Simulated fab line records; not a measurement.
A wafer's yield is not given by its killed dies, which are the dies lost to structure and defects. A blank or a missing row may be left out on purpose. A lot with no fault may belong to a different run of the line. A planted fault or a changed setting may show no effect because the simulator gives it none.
One fault through the eyes of 2 desks    flow sky130    each desk has only its own numbers; what lay behind them comes last

## DESK OF THE TOOL OWNER: pvd sputter-01
The tool's own readings at SKY_METAL2_SPUTTER_04 (material TiN, target thk 70 nm, time 58.3 s): means of the sampled wafers that have a number, for each lot that ran on this tool. Marked OUT: a lot whose mean sits more than 4 standard deviations from the usual mean, which makes it out of limits; the brackets give that distance.
Columns: A = throttle valve pct at SKY_METAL2_SPUTTER_04, usual 29.8 %
lot   first seen here  A
L106  day 34 22:57     30.1
L107  day 35 06:49     30.1
L109  day 35 12:43     30.1
L110  day 35 22:41     29.9
L112  day 36 17:46     30.4
L114  day 37 15:07     30.4
L116  day 37 21:41     30.0
This desk found nothing out of limits on any of the 7 lots.

## FROM THE METROLOGY DESK
What the gauges read for every lot (on any tool): the sampled wafers with a number, averaged. Marked OUT: a lot whose mean sits more than 4 standard deviations from the usual mean, which makes it out of limits; the brackets give that distance.
Columns: A = cd nm at SKY_POLY_GATE_CD_MEAS_22, usual 150.6 nm; B = METAL2_ALCU_THK at SKY_METAL2_THK_MEAS_06, usual 249.5 nm
lot   first seen here  A      B
L104  day 16 15:16     151.9  248.0
L106  day 17 17:52     147.9  249.0
L107  day 18 03:26     151.7  248.2
L109  day 18 11:50     151.8  248.0
L110  day 18 18:12     148.8  249.9
L112  day 19 18:49     147.7  248.5
L114  day 20 17:33     151.6  256.6
L116  day 20 23:31     150.3  261.9 (+5.0) OUT
L123  day 23 02:43     148.3  247.3
L124  day 23 09:20     153.5  245.5
L127  day 24 08:35     151.5  254.2
Finding of this desk: L116 out of limits, first seen on L116 at day 37 21:52 (METAL2_ALCU_THK at SKY_METAL2_THK_MEAS_06). Within limits: L104, L106, L107, L109, L110, L112, L114, L123, L124, L127.

## TAKEN TOGETHER
L116 would have let the metrology desk raise an alarm at day 37 21:52.
The tool owner's desk saw nothing out of limits.
Tool owner's desk: L116 on record, inside its limits.
On pvd sputter-01, each named lot ran SKY_METAL2_SPUTTER_04.

## WHAT THE SIMULATOR PUT IN
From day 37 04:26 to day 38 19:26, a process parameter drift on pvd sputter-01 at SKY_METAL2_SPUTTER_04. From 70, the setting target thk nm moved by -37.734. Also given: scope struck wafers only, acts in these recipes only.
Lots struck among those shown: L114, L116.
Per desk, hours elapsed from the start of the fault to the first reading out of limits: for the metrology desk, 17.
